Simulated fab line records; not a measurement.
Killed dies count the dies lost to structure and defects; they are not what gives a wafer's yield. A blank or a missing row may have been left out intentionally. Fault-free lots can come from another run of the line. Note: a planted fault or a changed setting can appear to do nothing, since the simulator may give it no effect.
Matching of chambers | flow gf180mcu | GF_MIM_CVD_05 on pecvd-03 has 3 sister chambers
The step deposits Si3N4, target thk 42 nm, time 29.086 s. 3 wafers are shown with their chamber, then 8 later ones without.

## WAFERS WITH THEIR CHAMBER
wafer  | chamber | heaterPowerW (W)
L091.4 | 1       | 518
L091.6 | 2       | 663
L092.1 | 0       | 655

## WAFERS MISSING THEIR CHAMBER
wafer  | heaterPowerW (W)
L092.2 | 572
L092.4 | 567
L096.3 | 558
L096.5 | 560
L096.6 | 656
L097.1 | 672
L097.2 | 556
L097.4 | 606

## WHICH CHAMBER EACH ONE RAN IN
wafer  | from the rows above          | in truth
L092.2 | can't be placed: 1 or 0 or 2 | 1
L092.4 | can't be placed: 1 or 0 or 2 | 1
L096.3 | can't be placed: 1 or 0 or 2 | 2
L096.5 | can't be placed: 1 or 0 or 2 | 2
L096.6 | can't be placed: 0 or 2      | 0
L097.1 | can't be placed: 2 or 0      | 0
L097.2 | can't be placed: 1 or 0 or 2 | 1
L097.4 | can't be placed: 0 or 2 or 1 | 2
Correct placement for 0 of the 8. Can't be placed from these rows: 8 (the true chamber is among the candidates in 8). 0 placed wrongly.
How it was worked out, from the rows above alone: a wafer's distance from a chamber is the root of the sum, over the readings, of the square of ((its reading less the chamber's mean) divided by the reading's scatter). The wafer belongs to the nearest chamber; if the next one is less than 2 further off, it can't be placed. Each chamber's mean is taken over the wafers shown for it. The scatter: with one shown wafer a chamber, the root of the mean of the squares of how far each hidden wafer lies from its nearest shown one.
